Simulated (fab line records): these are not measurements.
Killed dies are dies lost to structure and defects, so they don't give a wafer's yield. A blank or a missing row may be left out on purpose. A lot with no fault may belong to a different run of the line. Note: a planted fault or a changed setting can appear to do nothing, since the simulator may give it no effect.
Which tool was responsible? :: flow sky130 :: Sampling: 14 lots, 41 wafers, 3 of 708 route steps

## WHAT THE GAUGES SHOWED, per wafer
SKY_VIA1_BOW_MEAS_03.
lot: L886
measured: day 32 17:59
on: filmMetro-04
VIA1_BOW (um): 73 92 90

lot: L887
measured: day 33 03:06
on: filmMetro-04
VIA1_BOW (um): 88 79 82

lot: L888
measured: day 33 16:13
on: filmMetro-03
VIA1_BOW (um): 73 71 78

lot: L891
measured: day 34 08:07
on: filmMetro-03
VIA1_BOW (um): 80 78 89

lot: L890
measured: day 34 09:17
on: filmMetro-03
VIA1_BOW (um): 82 89 66

lot: L889
measured: day 34 09:37
on: filmMetro-03
VIA1_BOW (um): 79 75 82

lot: L893
measured: day 35 07:41
on: filmMetro-04
VIA1_BOW (um): 98 82 84

lot: L897
measured: day 36 10:14
on: filmMetro-04
VIA1_BOW (um): 82 80 77

lot: L901
measured: day 37 11:47
on: filmMetro-02
VIA1_BOW (um): 76 82 74

lot: L903
measured: day 38 08:28
on: filmMetro-02
VIA1_BOW (um): 77 67

lot: L905
measured: day 38 21:41
on: filmMetro-03
VIA1_BOW (um): 71 86 75

lot: L906
measured: day 38 23:04
on: filmMetro-02
VIA1_BOW (um): 95 74 89

lot: L907
measured: day 39 00:42
on: filmMetro-02
VIA1_BOW (um): 83 85 90

lot: L908
measured: day 39 08:11
on: filmMetro-02
VIA1_BOW (um): 79 77 86

SKY_VIA2_BOW_MEAS_03.
lot: L886
measured: day 35 02:41
on: filmMetro-01
VIA2_BOW (um): 77 95 94

lot: L887
measured: day 35 10:41
on: filmMetro-01
VIA2_BOW (um): 93 83 85

lot: L888
measured: day 35 22:40
on: filmMetro-02
VIA2_BOW (um): 80 80 86

lot: L891
measured: day 36 16:37
on: filmMetro-04
VIA2_BOW (um): 88 88 100

lot: L890
measured: day 36 16:54
on: filmMetro-01
VIA2_BOW (um): 86 94 70

lot: L889
measured: day 36 17:46
on: filmMetro-04
VIA2_BOW (um): 83 78 86

lot: L893
measured: day 37 17:27
on: filmMetro-01
VIA2_BOW (um): 105 88 89

lot: L897
measured: day 38 16:26
on: filmMetro-02
VIA2_BOW (um): 92 91 87

lot: L901
measured: day 39 17:08
on: filmMetro-04
VIA2_BOW (um): 82 87 80

lot: L903
measured: day 40 12:16
on: filmMetro-04
VIA2_BOW (um): 82 71

lot: L905
measured: day 41 02:28
on: filmMetro-02
VIA2_BOW (um): 76 90 81

lot: L906
measured: day 41 03:41
on: filmMetro-04
VIA2_BOW (um): 99 78 96

lot: L907
measured: day 41 04:44
on: filmMetro-01
VIA2_BOW (um): 89 90 96

lot: L908
measured: day 41 11:55
on: filmMetro-04
VIA2_BOW (um): 82 80 89

## EACH LOT AND THE TOOL THAT RAN IT (in order: tool; ch and the chambers of the sampled wafers; start)
lot: L886
SKY_VIA1_CMP_02: cmp-01 ch 2,3, day 32 17:41

lot: L887
SKY_VIA1_CMP_02: cmp-01 ch 0,1,2, day 33 02:47

lot: L888
SKY_VIA1_CMP_02: cmp-01 ch 0,3, day 33 15:52

lot: L891
SKY_VIA1_CMP_02: cmp-01 ch 0,3, day 34 07:49

lot: L890
SKY_VIA1_CMP_02: cmp-01 ch 1,3, day 34 08:59

lot: L889
SKY_VIA1_CMP_02: cmp-01 ch 0,1,2, day 34 09:19

lot: L893
SKY_VIA1_CMP_02: cmp-02 ch 0,2,3, day 35 07:26

lot: L897
SKY_VIA1_CMP_02: cmp-01 ch 0,2,3, day 36 10:05

lot: L901
SKY_VIA1_CMP_02: cmp-02 ch 0,1,2, day 37 11:29

lot: L903
SKY_VIA1_CMP_02: cmp-02 ch 2, day 38 08:08

lot: L905
SKY_VIA1_CMP_02: cmp-01 ch 0,2,3, day 38 21:22

lot: L906
SKY_VIA1_CMP_02: cmp-02 ch 0,3, day 38 22:45

lot: L907
SKY_VIA1_CMP_02: cmp-02 ch 0,1,3, day 39 00:24

lot: L908
SKY_VIA1_CMP_02: cmp-02 ch 1,2,3, day 39 07:59
- SKY_VIA1_CMP_02: polishes SiO2.

## WHAT THE TOOLS THEMSELVES READ (means of the sampled wafers that have a number; where no wafer has one, the mark that the record gives instead)
SKY_VIA1_CMP_02.
lot: L886
tool: cmp-01
motorCurrentA (A): 10.9

lot: L887
tool: cmp-01
motorCurrentA (A): 11.8

lot: L888
tool: cmp-01
motorCurrentA (A): 12.6

lot: L891
tool: cmp-01
motorCurrentA (A): 12.9

lot: L890
tool: cmp-01
motorCurrentA (A): 11.1

lot: L889
tool: cmp-01
motorCurrentA (A): 11.9

lot: L893
tool: cmp-02
motorCurrentA (A): 11.2

lot: L897
tool: cmp-01
motorCurrentA (A): 11.9

lot: L901
tool: cmp-02
motorCurrentA (A): 12.0

lot: L903
tool: cmp-02
motorCurrentA (A): 11.4

lot: L905
tool: cmp-01
motorCurrentA (A): 11.5

lot: L906
tool: cmp-02
motorCurrentA (A): 11.1

lot: L907
tool: cmp-02
motorCurrentA (A): 11.7

lot: L908
tool: cmp-02
motorCurrentA (A): 12.3

## THE ANSWER, worked out from the rows above alone
Rule: the usual values come from the lots themselves. Put in order of their means at a reading, lots are off if they are a third of the lots or fewer, leave a main group of 4 or more, and stand apart from it by a gap of 3 or more times the standard deviation of the main group's means; of several such gaps the widest counts. Not used: any main group whose means are identical at the precision the tables above print for the reading. Also off: a lot with no number at a reading for which 4 or more lots have one. All remaining lots with rows at the step are treated as sound. After the gauges, taken in route order, come the tools' own readings; for these a lot's mean is taken, as printed above. The first step at which some lot is off is used, and at that step the reading that is off furthest; a lot without a number counts as furthest.
None of the lots is off at any reading shown; this tells nothing.

## WHAT THE SIMULATOR PUT IN
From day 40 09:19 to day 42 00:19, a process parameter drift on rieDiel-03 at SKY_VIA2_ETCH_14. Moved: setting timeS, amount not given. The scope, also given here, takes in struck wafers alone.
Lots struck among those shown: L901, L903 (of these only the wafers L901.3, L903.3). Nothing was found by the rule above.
